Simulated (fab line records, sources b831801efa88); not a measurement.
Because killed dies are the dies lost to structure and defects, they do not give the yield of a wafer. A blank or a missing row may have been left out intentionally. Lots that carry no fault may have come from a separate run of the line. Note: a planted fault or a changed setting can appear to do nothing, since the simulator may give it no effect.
A lot that was struck, set against a sound lot ; flow sky130 ; 15 steps out of a route of 708
Sound: wafers L495.1, L495.4, L495.5. The struck wafers were L506.1, L506.5, L506.6. At the end, the cause is stated.
Order at every step that has rows: each side's tool, ch and its chambers, its first start. Under that, the readings that differ: sound wafers ; struck wafers ; difference of the means ; sigmas: that difference in standard deviations of wafers without a fault.
alike: words and numbers the same on both sides, and readings whose means are apart by under 2 such deviations; not compared: readings that were withheld, readings missing a value for some wafer, numbers with overlapping values and no deviation given by the record, and bounds like >300 which may hide the same value.
A row with sigmas, a row that says differs or no value, or rows on one side alone: a step with any of these is where the two part. Numbers that don't overlap but have no deviation are shown without sigmas and don't part them. A reading missing from all wafers of one side parts the sides only when that side holds two or more wafers.

first, 2 steps without rows for these wafers: SKY_NWELL_PEB_08; SKY_NWELL_DEVELOP_09 (develop time 60 s).
SKY_NWELL_OVL_MEAS_10:
  sound on overlay-01 at day 4 14:11; struck on overlay-02 at day 7 02:48
  alike: NWELL_00_OVL
then, 3 steps without rows for these wafers: SKY_NWELL_IMPLANT_11; SKY_NWELL_IMPLANT_12; SKY_NWELL_IMPLANT_13.
SKY_NWELL_STRIP_14: strips in O2/N2.
  sound on plasma asher-04 ch 0,1, day 4 14:40; struck on plasma asher-04 ch 0,1, day 7 03:17
  alike: chamber pressure mTorr, drypump motor current A, oes product au, strip time to endpoint s
  not compared: rf hours counter h
SKY_NWELL_TW_MEAS_15:
  sound on film metro-04 at day 4 14:46; struck on film metro-04 at day 7 03:23
  alike: NWELL_TW
then, 4 steps without rows for these wafers: SKY_NWELL_DEHYDRATE_16 (time 60 s); SKY_NWELL_HMDS_17 (prime time 60 s); SKY_NWELL_COAT_18 (resist thk 3000 nm); SKY_NWELL_SOFTBAKE_19.
SKY_NWELL_EXPOSE_20: exposes mask NWM COMPLEMENT, target cd 840 nm.
  sound on iline stepper-01 ch 0, day 4 23:35; struck on iline stepper-01 ch 0, day 7 13:25
reading;sound;struck;difference;sigmas
mask;NWM_COMPLEMENT#0 NWM_COMPLEMENT#0 NWM_COMPLEMENT#0;NWM_COMPLEMENT_R1#0 NWM_COMPLEMENT_R1#0 NWM_COMPLEMENT_R1#0;differs;
  alike: exposure dose mJ cm2
then, 1 step without rows for these wafers: SKY_NWELL_PEB_21.
-- the record jumps here: 41 days lie between the struck wafers' starts before and after (it left off in module NWELL and takes up again in module PAD_OPEN, whose first step shown is number 708 of the route) --
SKY_PAD_OPEN_PROBE_99:
  sound on prober-01 at day 45 18:46; struck on prober-02 at day 48 11:33
reading;sound;struck;difference;sigmas
model.etest.pfet_16v.r on ohm um;1.536e+04 1.532e+04 1.532e+04;1.603e+04 1.578e+04 1.58e+04;+5.367e+02;
model.etest.res iso pwell.width nm (nm);2677 2656 2670;2546 2536 2546;-125;
model.etest.res nwell.width nm (nm);824.4 820.8 825.7;880.8 880.7 885.3;+58.6;
model.etest.pfet_16v.drive ua um;239.5 239.2 240.5;230.2 232.7 235.4;-7.0;
  alike: killed_at_M0_to_M3, killed_at_M4_up, killed at contacts, killed at front end, killed at other, killed dies, killed open, killed short
  not compared: model.etest.nfet_16v.r on ohm um

## WHERE THEY PART
Only at SKY_NWELL_EXPOSE_20, as far as this record shows. Later steps at which nothing parts them and some readings are alike: SKY_PAD_OPEN_PROBE_99.

WHY: the cause the simulator had injected
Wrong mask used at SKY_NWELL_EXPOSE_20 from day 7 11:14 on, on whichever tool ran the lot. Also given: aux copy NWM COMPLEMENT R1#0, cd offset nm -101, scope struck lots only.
